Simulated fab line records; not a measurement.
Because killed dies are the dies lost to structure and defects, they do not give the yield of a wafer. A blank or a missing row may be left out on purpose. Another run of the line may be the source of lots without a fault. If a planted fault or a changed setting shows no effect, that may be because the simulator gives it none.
A sampling plan put to the test :: flow gf180mcu :: each of the 54 faults these records tell of, on one fab line, judged from the records of the lots it struck
The plan is the line's own looks: the steps of the route at which a gauge or an inspection reads the wafer and doesn't change it. A look can be judged if struck wafers have a number there and the file gives its usual mean and standard deviation on fault-free wafers. Caught: 4 or more of those standard deviations (sigma) separate the usual mean from the mean of the struck wafers at a look after the fault's first step. On the tool: here the same test is run on the tool's own readings at the fault's steps. A different recipe on the struck wafers counts as caught too, as does a record blank only for those wafers.

## THE FAULTS, as the simulator had put them in
1. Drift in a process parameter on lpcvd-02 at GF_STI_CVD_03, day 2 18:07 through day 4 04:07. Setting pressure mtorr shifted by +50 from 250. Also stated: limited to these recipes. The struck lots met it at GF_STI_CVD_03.
2. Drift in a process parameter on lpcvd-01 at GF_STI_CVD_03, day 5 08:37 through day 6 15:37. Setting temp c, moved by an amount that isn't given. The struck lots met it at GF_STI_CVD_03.
3. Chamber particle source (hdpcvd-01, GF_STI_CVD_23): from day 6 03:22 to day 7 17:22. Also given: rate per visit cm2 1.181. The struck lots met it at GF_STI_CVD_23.
4. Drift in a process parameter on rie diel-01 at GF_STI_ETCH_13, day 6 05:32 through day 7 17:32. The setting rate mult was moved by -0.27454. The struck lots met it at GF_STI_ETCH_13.
5. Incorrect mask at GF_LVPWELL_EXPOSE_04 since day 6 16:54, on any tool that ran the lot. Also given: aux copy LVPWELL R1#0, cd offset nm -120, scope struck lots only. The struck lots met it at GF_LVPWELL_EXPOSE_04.
6. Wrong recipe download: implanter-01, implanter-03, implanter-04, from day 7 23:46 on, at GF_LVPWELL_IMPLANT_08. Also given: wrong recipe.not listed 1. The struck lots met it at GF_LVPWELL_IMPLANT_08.
7. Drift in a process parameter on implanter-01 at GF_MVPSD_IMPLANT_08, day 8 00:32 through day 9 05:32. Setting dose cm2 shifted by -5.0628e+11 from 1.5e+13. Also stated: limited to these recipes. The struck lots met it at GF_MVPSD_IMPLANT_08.
8. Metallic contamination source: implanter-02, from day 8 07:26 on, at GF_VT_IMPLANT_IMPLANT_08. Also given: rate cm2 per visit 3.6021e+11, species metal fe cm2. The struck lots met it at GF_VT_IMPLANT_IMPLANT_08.
9. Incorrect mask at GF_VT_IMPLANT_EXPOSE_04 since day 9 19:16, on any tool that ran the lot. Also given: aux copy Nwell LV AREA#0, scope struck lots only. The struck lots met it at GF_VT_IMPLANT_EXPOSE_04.
10. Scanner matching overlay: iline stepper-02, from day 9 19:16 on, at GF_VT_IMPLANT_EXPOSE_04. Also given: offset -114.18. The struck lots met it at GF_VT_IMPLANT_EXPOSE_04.
11. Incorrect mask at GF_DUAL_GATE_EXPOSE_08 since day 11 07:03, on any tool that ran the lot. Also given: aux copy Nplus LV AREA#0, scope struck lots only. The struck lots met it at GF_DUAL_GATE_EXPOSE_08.
12. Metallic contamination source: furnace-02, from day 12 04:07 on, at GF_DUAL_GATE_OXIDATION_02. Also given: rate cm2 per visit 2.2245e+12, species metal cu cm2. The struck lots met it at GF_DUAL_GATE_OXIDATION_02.
13. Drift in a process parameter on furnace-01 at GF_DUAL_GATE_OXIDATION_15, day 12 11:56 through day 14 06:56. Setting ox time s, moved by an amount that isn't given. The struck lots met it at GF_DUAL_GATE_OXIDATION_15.
14. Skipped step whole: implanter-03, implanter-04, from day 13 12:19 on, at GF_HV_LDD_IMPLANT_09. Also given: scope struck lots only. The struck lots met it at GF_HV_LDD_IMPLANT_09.
15. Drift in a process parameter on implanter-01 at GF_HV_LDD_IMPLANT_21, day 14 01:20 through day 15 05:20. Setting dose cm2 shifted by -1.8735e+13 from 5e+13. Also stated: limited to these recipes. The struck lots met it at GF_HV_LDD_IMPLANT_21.
16. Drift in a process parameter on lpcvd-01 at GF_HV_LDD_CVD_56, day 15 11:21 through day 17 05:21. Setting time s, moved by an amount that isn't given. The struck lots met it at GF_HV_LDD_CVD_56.
17. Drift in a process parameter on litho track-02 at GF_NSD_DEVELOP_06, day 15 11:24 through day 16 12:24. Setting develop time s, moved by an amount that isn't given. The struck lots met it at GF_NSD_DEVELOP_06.
18. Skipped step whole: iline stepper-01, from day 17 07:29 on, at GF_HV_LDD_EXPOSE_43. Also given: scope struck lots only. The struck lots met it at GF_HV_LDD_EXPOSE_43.
19. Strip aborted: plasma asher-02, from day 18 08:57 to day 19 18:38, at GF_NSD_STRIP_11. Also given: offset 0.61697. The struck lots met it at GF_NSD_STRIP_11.
20. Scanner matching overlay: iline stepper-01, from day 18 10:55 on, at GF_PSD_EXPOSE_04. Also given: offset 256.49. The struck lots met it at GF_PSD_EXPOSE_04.
21. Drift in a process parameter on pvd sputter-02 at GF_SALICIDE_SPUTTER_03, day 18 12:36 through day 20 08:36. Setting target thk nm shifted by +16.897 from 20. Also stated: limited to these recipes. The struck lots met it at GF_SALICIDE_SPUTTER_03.
22. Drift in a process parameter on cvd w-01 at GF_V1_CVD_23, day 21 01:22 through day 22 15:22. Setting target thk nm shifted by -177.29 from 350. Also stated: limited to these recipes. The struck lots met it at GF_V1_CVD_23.
23. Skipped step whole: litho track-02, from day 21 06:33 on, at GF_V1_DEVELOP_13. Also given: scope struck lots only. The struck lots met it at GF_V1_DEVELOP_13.
24. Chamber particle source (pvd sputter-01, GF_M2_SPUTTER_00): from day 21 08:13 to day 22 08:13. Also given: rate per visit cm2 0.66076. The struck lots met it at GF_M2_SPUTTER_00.
25. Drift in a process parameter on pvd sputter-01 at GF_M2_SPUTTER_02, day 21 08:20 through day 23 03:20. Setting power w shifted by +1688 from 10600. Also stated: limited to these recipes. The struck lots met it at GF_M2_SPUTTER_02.
26. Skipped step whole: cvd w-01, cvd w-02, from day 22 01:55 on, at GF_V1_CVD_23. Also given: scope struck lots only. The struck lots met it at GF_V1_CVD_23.
27. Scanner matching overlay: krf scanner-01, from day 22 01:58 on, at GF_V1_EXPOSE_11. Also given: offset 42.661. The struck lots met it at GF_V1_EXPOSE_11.
28. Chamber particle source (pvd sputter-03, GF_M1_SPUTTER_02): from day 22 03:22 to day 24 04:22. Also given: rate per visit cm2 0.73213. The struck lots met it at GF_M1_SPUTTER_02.
29. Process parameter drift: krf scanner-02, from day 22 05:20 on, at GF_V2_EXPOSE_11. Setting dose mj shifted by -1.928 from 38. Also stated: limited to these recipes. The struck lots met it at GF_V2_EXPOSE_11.
30. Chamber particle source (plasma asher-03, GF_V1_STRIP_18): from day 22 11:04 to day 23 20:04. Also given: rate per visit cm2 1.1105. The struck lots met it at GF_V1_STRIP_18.
31. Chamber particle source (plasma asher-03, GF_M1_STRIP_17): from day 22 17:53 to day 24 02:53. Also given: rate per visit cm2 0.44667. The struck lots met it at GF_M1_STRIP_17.
32. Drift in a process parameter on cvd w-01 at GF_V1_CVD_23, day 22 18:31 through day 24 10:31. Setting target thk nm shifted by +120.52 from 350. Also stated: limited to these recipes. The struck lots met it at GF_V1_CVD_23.
33. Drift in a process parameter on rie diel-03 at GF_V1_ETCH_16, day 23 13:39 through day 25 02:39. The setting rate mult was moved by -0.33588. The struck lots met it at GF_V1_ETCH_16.
34. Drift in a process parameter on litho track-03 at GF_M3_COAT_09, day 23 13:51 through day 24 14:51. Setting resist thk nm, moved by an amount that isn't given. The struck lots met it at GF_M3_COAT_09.
35. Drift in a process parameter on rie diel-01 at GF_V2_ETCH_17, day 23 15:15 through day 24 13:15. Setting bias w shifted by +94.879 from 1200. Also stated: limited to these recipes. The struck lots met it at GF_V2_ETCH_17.
36. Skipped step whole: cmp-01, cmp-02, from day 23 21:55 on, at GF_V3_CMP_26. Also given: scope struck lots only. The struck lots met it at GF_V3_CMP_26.
37. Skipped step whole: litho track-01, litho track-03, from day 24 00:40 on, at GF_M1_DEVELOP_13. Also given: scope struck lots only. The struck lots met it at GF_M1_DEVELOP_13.
38. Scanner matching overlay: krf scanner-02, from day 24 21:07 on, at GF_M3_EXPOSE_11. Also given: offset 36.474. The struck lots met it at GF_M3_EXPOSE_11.
39. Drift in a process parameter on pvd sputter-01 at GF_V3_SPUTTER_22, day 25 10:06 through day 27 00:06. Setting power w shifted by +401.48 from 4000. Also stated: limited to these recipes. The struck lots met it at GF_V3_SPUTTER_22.
40. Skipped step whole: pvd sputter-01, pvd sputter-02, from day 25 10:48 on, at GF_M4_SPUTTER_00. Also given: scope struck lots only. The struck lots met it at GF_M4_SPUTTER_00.
41. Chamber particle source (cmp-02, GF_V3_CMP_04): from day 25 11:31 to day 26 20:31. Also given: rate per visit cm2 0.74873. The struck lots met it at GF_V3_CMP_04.
42. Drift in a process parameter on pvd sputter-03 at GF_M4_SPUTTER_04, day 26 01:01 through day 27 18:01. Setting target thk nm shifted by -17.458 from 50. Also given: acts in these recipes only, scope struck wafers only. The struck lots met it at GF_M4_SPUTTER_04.
43. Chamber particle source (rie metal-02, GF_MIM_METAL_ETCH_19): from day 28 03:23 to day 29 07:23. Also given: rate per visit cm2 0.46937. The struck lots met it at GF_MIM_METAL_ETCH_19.
44. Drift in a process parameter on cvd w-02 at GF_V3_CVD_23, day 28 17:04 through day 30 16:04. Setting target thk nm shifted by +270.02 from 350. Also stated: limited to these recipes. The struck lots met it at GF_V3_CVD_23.
45. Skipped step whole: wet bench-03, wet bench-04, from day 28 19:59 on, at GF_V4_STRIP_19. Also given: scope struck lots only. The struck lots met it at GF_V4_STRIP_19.
46. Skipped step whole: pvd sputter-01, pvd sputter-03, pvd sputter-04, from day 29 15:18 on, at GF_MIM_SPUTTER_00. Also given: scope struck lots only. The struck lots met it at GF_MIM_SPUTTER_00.
47. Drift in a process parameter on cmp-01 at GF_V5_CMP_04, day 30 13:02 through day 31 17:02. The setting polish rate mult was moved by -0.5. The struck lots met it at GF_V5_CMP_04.
48. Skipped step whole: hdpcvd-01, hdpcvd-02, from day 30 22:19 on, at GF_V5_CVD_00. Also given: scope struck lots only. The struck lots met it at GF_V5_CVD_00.
49. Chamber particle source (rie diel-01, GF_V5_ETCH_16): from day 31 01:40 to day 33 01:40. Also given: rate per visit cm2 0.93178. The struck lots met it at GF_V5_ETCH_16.
50. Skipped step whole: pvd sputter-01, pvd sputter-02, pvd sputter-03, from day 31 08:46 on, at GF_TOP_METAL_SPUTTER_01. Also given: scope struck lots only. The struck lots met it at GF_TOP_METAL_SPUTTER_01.
51. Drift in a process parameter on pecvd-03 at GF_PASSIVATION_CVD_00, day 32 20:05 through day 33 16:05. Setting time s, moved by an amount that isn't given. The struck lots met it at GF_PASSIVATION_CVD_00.
52. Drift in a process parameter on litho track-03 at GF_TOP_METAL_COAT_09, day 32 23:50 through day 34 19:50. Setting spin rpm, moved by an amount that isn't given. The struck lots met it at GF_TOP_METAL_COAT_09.
53. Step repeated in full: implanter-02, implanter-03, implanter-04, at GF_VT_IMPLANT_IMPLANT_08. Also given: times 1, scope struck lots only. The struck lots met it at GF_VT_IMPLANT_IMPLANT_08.
54. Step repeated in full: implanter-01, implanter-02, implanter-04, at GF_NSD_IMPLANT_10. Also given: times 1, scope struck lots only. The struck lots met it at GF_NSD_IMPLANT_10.

## WHAT THE PLAN SAW
fault: 1
on the tool itself: pressure mtorr +98 sigma
first look that catches it: GF_STI_THK_MEAS_04
reading, sigma: STI_CVD_03_THK +5.2
median hours from its first step to that look: 2.5
hours from the fault's start to the first struck lot there: 8
judged looks passed uncaught: 0

fault: 2
on the tool itself: susceptor temp C -55 sigma
first look that catches it: GF_STI_THK_MEAS_04
reading, sigma: STI_CVD_03_THK -29
median hours from its first step to that look: 2.0
hours from the fault's start to the first struck lot there: 4
judged looks passed uncaught: 0

fault: 3
on the tool itself: no reading that can be judged
first look that catches it: not the one look that can be judged after it
reading, sigma: -
median hours from its first step to that look: -
hours from the fault's start to the first struck lot there: -
judged looks passed uncaught: 1

fault: 4
on the tool itself: under 2 sigma
first look that catches it: no look after it can be judged
reading, sigma: -
median hours from its first step to that look: -
hours from the fault's start to the first struck lot there: -
judged looks passed uncaught: 0

fault: 5
on the tool itself: under 2 sigma
first look that catches it: no look after it can be judged
reading, sigma: -
median hours from its first step to that look: -
hours from the fault's start to the first struck lot there: -
judged looks passed uncaught: 0

fault: 6
on the tool itself: under 2 sigma
first look that catches it: GF_LVPWELL_TW_MEAS_11
reading, sigma: LVPWELL_TW +99 or beyond
median hours from its first step to that look: 0.4
hours from the fault's start to the first struck lot there: 4
judged looks passed uncaught: 0

fault: 7
on the tool itself: dose ions cm2 -29 sigma
first look that catches it: GF_VT_IMPLANT_RS_MEAS_49
reading, sigma: MVPSD_RS +6.1
median hours from its first step to that look: 71.4
hours from the fault's start to the first struck lot there: 77
judged looks passed uncaught: 2

fault: 8
on the tool itself: no reading that can be judged
first look that catches it: none of the 5 looks that can be judged after it
reading, sigma: -
median hours from its first step to that look: -
hours from the fault's start to the first struck lot there: -
judged looks passed uncaught: 5

fault: 9
on the tool itself: under 2 sigma
first look that catches it: GF_VT_IMPLANT_TW_MEAS_10
reading, sigma: VT_IMPLANT_TW -63
median hours from its first step to that look: 8.5
hours from the fault's start to the first struck lot there: 12
judged looks passed uncaught: 0

fault: 10
on the tool itself: under 2 sigma
first look that catches it: GF_VT_IMPLANT_OVL_MEAS_07
reading, sigma: VT_IMPLANT_OVL -88
median hours from its first step to that look: 8.2
hours from the fault's start to the first struck lot there: 12
judged looks passed uncaught: 0

fault: 11
on the tool itself: under 2 sigma
first look that catches it: no look after it can be judged
reading, sigma: -
median hours from its first step to that look: -
hours from the fault's start to the first struck lot there: -
judged looks passed uncaught: 0

fault: 12
on the tool itself: no reading that can be judged
first look that catches it: no look after it can be judged
reading, sigma: -
median hours from its first step to that look: -
hours from the fault's start to the first struck lot there: -
judged looks passed uncaught: 0

fault: 13
on the tool itself: under 2 sigma
first look that catches it: no look after it can be judged
reading, sigma: -
median hours from its first step to that look: -
hours from the fault's start to the first struck lot there: -
judged looks passed uncaught: 0

fault: 14
on the tool itself: the tool's record is blank for the struck wafers
first look that catches it: GF_HV_LDD_TW_MEAS_11
reading, sigma: HV_LDD_TW -69
median hours from its first step to that look: 0.2
hours from the fault's start to the first struck lot there: 5
judged looks passed uncaught: 0

fault: 15
on the tool itself: dose ions cm2 -99 or beyond sigma
first look that catches it: GF_HV_LDD_TW_MEAS_23
reading, sigma: HV_LDD_2_TW -8.5
median hours from its first step to that look: 0.2
hours from the fault's start to the first struck lot there: 13
judged looks passed uncaught: 0

fault: 16
on the tool itself: under 2 sigma
first look that catches it: GF_HV_LDD_THK_MEAS_57
reading, sigma: HV_LDD_CVD_56_THK -14
median hours from its first step to that look: 1.8
hours from the fault's start to the first struck lot there: 9
judged looks passed uncaught: 0

fault: 17
on the tool itself: under 2 sigma
first look that catches it: GF_NSD_CD_MEAS_07
reading, sigma: cd nm -48
median hours from its first step to that look: 0.1
hours from the fault's start to the first struck lot there: 13
judged looks passed uncaught: 0

fault: 18
on the tool itself: no reading that can be judged
first look that catches it: no look after it can be judged
reading, sigma: -
median hours from its first step to that look: -
hours from the fault's start to the first struck lot there: -
judged looks passed uncaught: 0

fault: 19
on the tool itself: oes product au -27 sigma
first look that catches it: GF_PSD_TW_MEAS_11
reading, sigma: PSD_TW -57
median hours from its first step to that look: 24.7
hours from the fault's start to the first struck lot there: 58
judged looks passed uncaught: 0

fault: 20
on the tool itself: under 2 sigma
first look that catches it: GF_PSD_OVL_MEAS_08
reading, sigma: PSD_OVL +99 or beyond
median hours from its first step to that look: 12.2
hours from the fault's start to the first struck lot there: 17
judged looks passed uncaught: 0

fault: 21
on the tool itself: under 2 sigma
first look that catches it: GF_SALICIDE_RS_MEAS_04
reading, sigma: SALICIDE_TIN_RS -12
median hours from its first step to that look: 0.0
hours from the fault's start to the first struck lot there: 5
judged looks passed uncaught: 0

fault: 22
on the tool itself: under 2 sigma
first look that catches it: GF_V1_RS_MEAS_24
reading, sigma: V1_W_RS +97
median hours from its first step to that look: 0.1
hours from the fault's start to the first struck lot there: 11
judged looks passed uncaught: 0

fault: 23
on the tool itself: no reading that can be judged
first look that catches it: no look after it can be judged
reading, sigma: -
median hours from its first step to that look: -
hours from the fault's start to the first struck lot there: -
judged looks passed uncaught: 0

fault: 24
on the tool itself: under 2 sigma
first look that catches it: not the one look that can be judged after it
reading, sigma: -
median hours from its first step to that look: -
hours from the fault's start to the first struck lot there: -
judged looks passed uncaught: 1

fault: 25
on the tool itself: cathode dc power W +99 or beyond sigma
first look that catches it: GF_M2_RS_MEAS_05
reading, sigma: M2_ALCU_RS -13
median hours from its first step to that look: 0.1
hours from the fault's start to the first struck lot there: 1
judged looks passed uncaught: 0

fault: 26
on the tool itself: the tool's record is blank for the struck wafers
first look that catches it: GF_V1_RS_MEAS_24
reading, sigma: V1_W_RS +99 or beyond
median hours from its first step to that look: 0.1
hours from the fault's start to the first struck lot there: 2
judged looks passed uncaught: 0

fault: 27
on the tool itself: no reading that can be judged
first look that catches it: GF_V1_OVL_MEAS_15
reading, sigma: V1_OVL +9.2
median hours from its first step to that look: 11.4
hours from the fault's start to the first struck lot there: 22
judged looks passed uncaught: 0

fault: 28
on the tool itself: under 2 sigma
first look that catches it: no look after it can be judged
reading, sigma: -
median hours from its first step to that look: -
hours from the fault's start to the first struck lot there: -
judged looks passed uncaught: 0

fault: 29
on the tool itself: exposure dose mJ cm2 -51 sigma
first look that catches it: GF_V2_CD_MEAS_14
reading, sigma: cd nm -6.2
median hours from its first step to that look: 11.1
hours from the fault's start to the first struck lot there: 26
judged looks passed uncaught: 0

fault: 30
on the tool itself: under 2 sigma
first look that catches it: no look after it can be judged
reading, sigma: -
median hours from its first step to that look: -
hours from the fault's start to the first struck lot there: -
judged looks passed uncaught: 0

fault: 31
on the tool itself: under 2 sigma
first look that catches it: none of the 2 looks that can be judged after it
reading, sigma: -
median hours from its first step to that look: -
hours from the fault's start to the first struck lot there: -
judged looks passed uncaught: 2

fault: 32
on the tool itself: under 2 sigma
first look that catches it: GF_V1_RS_MEAS_24
reading, sigma: V1_W_RS -25
median hours from its first step to that look: 0.1
hours from the fault's start to the first struck lot there: 14
judged looks passed uncaught: 0

fault: 33
on the tool itself: oes product au -12 sigma
first look that catches it: no look after it can be judged
reading, sigma: -
median hours from its first step to that look: -
hours from the fault's start to the first struck lot there: -
judged looks passed uncaught: 0

fault: 34
on the tool itself: under 2 sigma
first look that catches it: no look after it can be judged
reading, sigma: -
median hours from its first step to that look: -
hours from the fault's start to the first struck lot there: -
judged looks passed uncaught: 0

fault: 35
on the tool itself: bias w +26 sigma
first look that catches it: no look after it can be judged
reading, sigma: -
median hours from its first step to that look: -
hours from the fault's start to the first struck lot there: -
judged looks passed uncaught: 0

fault: 36
on the tool itself: the tool's record is blank for the struck wafers
first look that catches it: no look after it can be judged
reading, sigma: -
median hours from its first step to that look: -
hours from the fault's start to the first struck lot there: -
judged looks passed uncaught: 0

fault: 37
on the tool itself: no reading that can be judged
first look that catches it: no look after it can be judged
reading, sigma: -
median hours from its first step to that look: -
hours from the fault's start to the first struck lot there: -
judged looks passed uncaught: 0

fault: 38
on the tool itself: exposure dose mJ cm2 +5.0 sigma
first look that catches it: GF_M3_OVL_MEAS_15
reading, sigma: M3_OVL +6.0
median hours from its first step to that look: 10.5
hours from the fault's start to the first struck lot there: 20
judged looks passed uncaught: 0

fault: 39
on the tool itself: cathode dc power W +99 or beyond sigma
first look that catches it: no look after it can be judged
reading, sigma: -
median hours from its first step to that look: -
hours from the fault's start to the first struck lot there: -
judged looks passed uncaught: 0

fault: 40
on the tool itself: the tool's record is blank for the struck wafers
first look that catches it: no look after it can be judged
reading, sigma: -
median hours from its first step to that look: -
hours from the fault's start to the first struck lot there: -
judged looks passed uncaught: 0

fault: 41
on the tool itself: under 2 sigma
first look that catches it: none of the 2 looks that can be judged after it
reading, sigma: -
median hours from its first step to that look: -
hours from the fault's start to the first struck lot there: -
judged looks passed uncaught: 2

fault: 42
on the tool itself: under 2 sigma
first look that catches it: GF_M4_THK_MEAS_06
reading, sigma: M4_ALCU_THK +4.1
median hours from its first step to that look: 0.2
hours from the fault's start to the first struck lot there: 17
judged looks passed uncaught: 1

fault: 43
on the tool itself: under 2 sigma
first look that catches it: none of the 2 looks that can be judged after it
reading, sigma: -
median hours from its first step to that look: -
hours from the fault's start to the first struck lot there: -
judged looks passed uncaught: 2

fault: 44
on the tool itself: under 2 sigma
first look that catches it: GF_V3_RS_MEAS_24
reading, sigma: V3_W_RS -30
median hours from its first step to that look: 0.1
hours from the fault's start to the first struck lot there: 3
judged looks passed uncaught: 0

fault: 45
on the tool itself: the tool's record is blank for the struck wafers
first look that catches it: no look after it can be judged
reading, sigma: -
median hours from its first step to that look: -
hours from the fault's start to the first struck lot there: -
judged looks passed uncaught: 0

fault: 46
on the tool itself: the tool's record is blank for the struck wafers
first look that catches it: no look after it can be judged
reading, sigma: -
median hours from its first step to that look: -
hours from the fault's start to the first struck lot there: -
judged looks passed uncaught: 0

fault: 47
on the tool itself: under 2 sigma
first look that catches it: no look after it can be judged
reading, sigma: -
median hours from its first step to that look: -
hours from the fault's start to the first struck lot there: -
judged looks passed uncaught: 0

fault: 48
on the tool itself: the tool's record is blank for the struck wafers
first look that catches it: not the one look that can be judged after it
reading, sigma: -
median hours from its first step to that look: -
hours from the fault's start to the first struck lot there: -
judged looks passed uncaught: 1

fault: 49
on the tool itself: under 2 sigma
first look that catches it: none of the 2 looks that can be judged after it
reading, sigma: -
median hours from its first step to that look: -
hours from the fault's start to the first struck lot there: -
judged looks passed uncaught: 2

fault: 50
on the tool itself: the tool's record is blank for the struck wafers
first look that catches it: no look after it can be judged
reading, sigma: -
median hours from its first step to that look: -
hours from the fault's start to the first struck lot there: -
judged looks passed uncaught: 0

fault: 51
on the tool itself: run length s +12 sigma
first look that catches it: GF_PASSIVATION_THK_MEAS_01
reading, sigma: PASSIVATION_CVD_00_THK +4.6
median hours from its first step to that look: 0.1
hours from the fault's start to the first struck lot there: 9
judged looks passed uncaught: 0

fault: 52
on the tool itself: spin speed rpm +15 sigma
first look that catches it: not the one look that can be judged after it
reading, sigma: -
median hours from its first step to that look: -
hours from the fault's start to the first struck lot there: -
judged looks passed uncaught: 1

fault: 53
on the tool itself: under 2 sigma
first look that catches it: GF_VT_IMPLANT_TW_MEAS_10
reading, sigma: VT_IMPLANT_TW +16
median hours from its first step to that look: 0.6
hours from the fault's start to the first struck lot there: -
judged looks passed uncaught: 0

fault: 54
on the tool itself: under 2 sigma
first look that catches it: GF_PSD_RS_MEAS_14
reading, sigma: NSD_RS -60
median hours from its first step to that look: 24.1
hours from the fault's start to the first struck lot there: -
judged looks passed uncaught: 0
A dash: the fault is not caught, or the number is missing from these records.

Caught at a look: 25 of 54. Caught on the tool: 21 of 54. By one or the other: 35 of 54.
Caught on the tool alone: faults 33, 35, 36, 39, 40, 45, 46, 48, 50, 52.
Caught at a look alone: faults 6, 9, 10, 16, 17, 20, 21, 22, 27, 32, 42, 44, 53, 54.
Caught by neither: faults 3, 4, 5, 8, 11, 12, 13, 18, 23, 24, 28, 30, 31, 34, 37, 41, 43, 47, 49.

## THINNER SAMPLING
In the worst case, this is how late the first struck lot would be measured if the look that catches a fault measured only every second or every third lot, by lot number:
fault: 1
struck lots at that look, in order of time: L847, L848
every lot: 8 h
every second lot: 13 h
every third lot: may miss all 2

fault: 2
struck lots at that look, in order of time: L754, L757
every lot: 4 h
every second lot: 20 h
every third lot: may miss all 2

fault: 6
struck lots at that look, in order of time: L743, L744
every lot: 4 h
every second lot: 9 h
every third lot: may miss all 2

fault: 7
struck lots at that look, in order of time: L457, L459
every lot: 77 h
every second lot: may miss all 2
every third lot: may miss all 2

fault: 9
struck lots at that look, in order of time: L758
every lot: 12 h
every second lot: may miss it
every third lot: may miss it

fault: 10
struck lots at that look, in order of time: L693, L694
every lot: 12 h
every second lot: 16 h
every third lot: may miss all 2

fault: 14
struck lots at that look, in order of time: L296, L297
every lot: 5 h
every second lot: 11 h
every third lot: may miss all 2

fault: 15
struck lots at that look, in order of time: L192, L193, L194
every lot: 13 h
every second lot: 19 h
every third lot: 26 h

fault: 16
struck lots at that look, in order of time: L544, L546
every lot: 9 h
every second lot: may miss all 2
every third lot: may miss all 2

fault: 17
struck lots at that look, in order of time: L441, L443
every lot: 13 h
every second lot: may miss all 2
every third lot: may miss all 2

fault: 19
struck lots at that look, in order of time: L689
every lot: 58 h
every second lot: may miss it
every third lot: may miss it

fault: 20
struck lots at that look, in order of time: L475, L477
every lot: 17 h
every second lot: may miss all 2
every third lot: may miss all 2

fault: 21
struck lots at that look, in order of time: L747, L749
every lot: 5 h
every second lot: may miss all 2
every third lot: may miss all 2

fault: 22
struck lots at that look, in order of time: L191, L193
every lot: 11 h
every second lot: may miss all 2
every third lot: may miss all 2

fault: 25
struck lots at that look, in order of time: L568, L570, L572
every lot: 1 h
every second lot: may miss all 3
every third lot: 36 h

fault: 26
struck lots at that look, in order of time: L656, L657, L658
every lot: 2 h
every second lot: 17 h
every third lot: 22 h

fault: 27
struck lots at that look, in order of time: L320, L321
every lot: 22 h
every second lot: 30 h
every third lot: may miss all 2

fault: 29
struck lots at that look, in order of time: L825, L826
every lot: 26 h
every second lot: 28 h
every third lot: may miss all 2

fault: 32
struck lots at that look, in order of time: L367, L370
every lot: 14 h
every second lot: 37 h
every third lot: may miss all 2

fault: 38
struck lots at that look, in order of time: L886, L890
every lot: 20 h
every second lot: may miss all 2
every third lot: may miss all 2

fault: 42
struck lots at that look, in order of time: L143
every lot: 17 h
every second lot: may miss it
every third lot: may miss it

fault: 44
struck lots at that look, in order of time: L632, L635
every lot: 3 h
every second lot: 25 h
every third lot: may miss all 2

fault: 51
struck lots at that look, in order of time: L356, L357
every lot: 9 h
every second lot: 12 h
every third lot: may miss all 2
Hours are from the fault's start to the first struck lot that is measured. 4 sigma limit: tested on the pooled struck wafers, so a lone lot may be under it. Other struck lots may not be in these records.

## THE LONGEST TIMED WAY FROM STEP TO LOOK
Fault 7: the median time between GF_MVPSD_IMPLANT_08 and GF_VT_IMPLANT_RS_MEAS_49 is 71.4 hours. The looks between them that can be judged stayed within 4 sigma: GF_VT_IMPLANT_TW_MEAS_21, GF_VT_IMPLANT_RS_MEAS_47.
